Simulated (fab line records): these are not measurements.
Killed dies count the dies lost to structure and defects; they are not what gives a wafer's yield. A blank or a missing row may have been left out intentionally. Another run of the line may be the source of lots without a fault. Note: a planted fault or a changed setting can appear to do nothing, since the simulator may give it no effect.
Which tool did it? + flow sky130 + 33 wafers from 11 lots sampled at 4 of the route's 708 steps

## WHAT THE GAUGES READ, wafer by wafer
SKY_VIA3_CD_MEAS_12: the cd target is 200 nm.
| lot  | measured     | on       | cdNm (nm)         |
|------|--------------|----------|-------------------|
| L579 | day 40 07:31 | cdSem-02 | 200.1 199.1 199.4 |
| L580 | day 40 09:09 | cdSem-01 | 201.2 200.5 200.2 |
| L581 | day 40 11:34 | cdSem-01 | 200.4 200.2 198.9 |
| L582 | day 40 13:17 | cdSem-02 | 201.5 200.3 201.7 |
| L583 | day 41 11:37 | cdSem-01 | 202.2 201.5 200.9 |
| L586 | day 42 00:01 | cdSem-01 | 199.9 200.5 201.3 |
| L593 | day 43 21:43 | cdSem-02 | 201.0 200.3 199.8 |
| L594 | day 44 07:47 | cdSem-01 | 201.5 201.3 201.5 |
| L596 | day 44 21:41 | cdSem-02 | 198.0 198.4 198.5 |
| L598 | day 45 07:56 | cdSem-02 | 197.9 198.5 197.5 |
| L601 | day 46 01:31 | cdSem-01 | 200.0 199.5 200.3 |

SKY_VIA4_BOW_MEAS_03.
| lot  | measured     | on           | VIA4_BOW (um) |
|------|--------------|--------------|---------------|
| L579 | day 42 11:14 | filmMetro-02 | 72 74 77      |
| L580 | day 42 12:26 | filmMetro-01 | 86 87 80      |
| L581 | day 42 15:07 | filmMetro-02 | 71 78 79      |
| L582 | day 42 17:20 | filmMetro-02 | 68 87 87      |
| L583 | day 43 14:19 | filmMetro-02 | 71 78 67      |
| L586 | day 44 00:49 | filmMetro-01 | 94 101 96     |
| L593 | day 45 21:02 | filmMetro-01 | 82 72 84      |
| L594 | day 46 05:50 | filmMetro-03 | 73 92 91      |
| L596 | day 46 19:33 | filmMetro-03 | 90 97 111     |
| L598 | day 47 05:04 | filmMetro-03 | 69 76 80      |
| L601 | day 47 21:05 | filmMetro-03 | 88 87 68      |

SKY_PASSIVATION_THK_MEAS_03.
| lot  | measured     | on           | PASSIVATION_CVD_02_THK (nm) |
|------|--------------|--------------|-----------------------------|
| L579 | day 44 11:00 | filmMetro-03 | 545 542 540                 |
| L580 | day 44 13:18 | filmMetro-01 | 531 528 528                 |
| L581 | day 44 14:04 | filmMetro-01 | 539 546 545                 |
| L582 | day 44 16:47 | filmMetro-01 | 539 535 536                 |
| L583 | day 45 13:23 | filmMetro-01 | 543 530 539                 |
| L586 | day 45 22:40 | filmMetro-03 | 541 540 536                 |
| L593 | day 47 16:17 | filmMetro-04 | 537 531 547                 |
| L594 | day 48 00:45 | filmMetro-01 | 546 546 662                 |
| L596 | day 48 13:16 | filmMetro-03 | 538 643 542                 |
| L598 | day 48 21:30 | filmMetro-04 | 541 550 542                 |
| L601 | day 49 12:23 | filmMetro-03 | 539 532 548                 |

## EACH LOT AND THE TOOL THAT RAN IT (in order: tool; ch and the chambers of the sampled wafers; start)
| lot  | SKY_PASSIVATION_CVD_02          |
|------|---------------------------------|
| L579 | pecvd-03 ch 0,1,2, day 44 10:46 |
| L580 | pecvd-01 ch 0,1,2, day 44 13:04 |
| L581 | pecvd-03 ch 1,2, day 44 13:50   |
| L582 | pecvd-02 ch 0,1,2, day 44 16:33 |
| L583 | pecvd-02 ch 0,1, day 45 13:10   |
| L586 | pecvd-01 ch 1,2, day 45 22:25   |
| L593 | pecvd-03 ch 0,1,2, day 47 16:04 |
| L594 | pecvd-01 ch 0,1,2, day 48 00:36 |
| L596 | pecvd-01 ch 0,1,2, day 48 13:02 |
| L598 | pecvd-02 ch 0,1,2, day 48 21:16 |
| L601 | pecvd-03 ch 0,1,2, day 49 12:10 |
- SKY_PASSIVATION_CVD_02: deposits Si3N4, target thk 540 nm.

## WHAT THE TOOLS THEMSELVES READ (means of the sampled wafers that have a number; where no wafer has one, the mark that the record gives instead)
SKY_PASSIVATION_CVD_02.
| lot  | tool     | heaterPowerW (W) |
|------|----------|------------------|
| L579 | pecvd-03 | 810              |
| L580 | pecvd-01 | 648              |
| L581 | pecvd-03 | 855              |
| L582 | pecvd-02 | 679              |
| L583 | pecvd-02 | 688              |
| L586 | pecvd-01 | 598              |
| L593 | pecvd-03 | 792              |
| L594 | pecvd-01 | 642              |
| L596 | pecvd-01 | 633              |
| L598 | pecvd-02 | 734              |
| L601 | pecvd-03 | 755              |

## THE ANSWER, worked out from the rows above alone
Rule: the usual values come from the lots themselves. Put in order of their means at a reading, lots are off if they are a third of the lots or fewer, leave a main group of 4 or more, and stand apart from it by a gap of 3 or more times the standard deviation of the main group's means; of several such gaps the widest counts. A main group is skipped when, at the precision printed for the reading in the tables above, its means are all equal. Also off: a lot with no number at a reading for which 4 or more lots have one. The other lots that the step has rows for count as sound. After the gauges, taken in route order, come the tools' own readings; for these a lot's mean is taken, as printed above. The first step at which some lot is off is used, and at that step the reading that is off furthest; a lot without a number counts as furthest.
Off: L594, L596, seen at SKY_PASSIVATION_THK_MEAS_03 (PASSIVATION_CVD_02_THK). For the main group the mean is 539 nm and the standard deviation 4.3.
A tool fits if, at a process step before that reading, it ran every lot that is off, and no sound lot after the first of them. Those tools and the gauges at SKY_PASSIVATION_THK_MEAS_03 are tried in the same way. One candidate fits, namely pecvd-01 at SKY_PASSIVATION_CVD_02. A fault onset in the window from L586 (day 45 22:25, its last sound lot) to L594 (day 48 00:36, its first lot off) fits.

## WHAT THE SIMULATOR HAD INSERTED
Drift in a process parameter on pecvd-01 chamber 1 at SKY_PASSIVATION_CVD_02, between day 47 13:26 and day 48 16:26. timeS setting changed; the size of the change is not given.
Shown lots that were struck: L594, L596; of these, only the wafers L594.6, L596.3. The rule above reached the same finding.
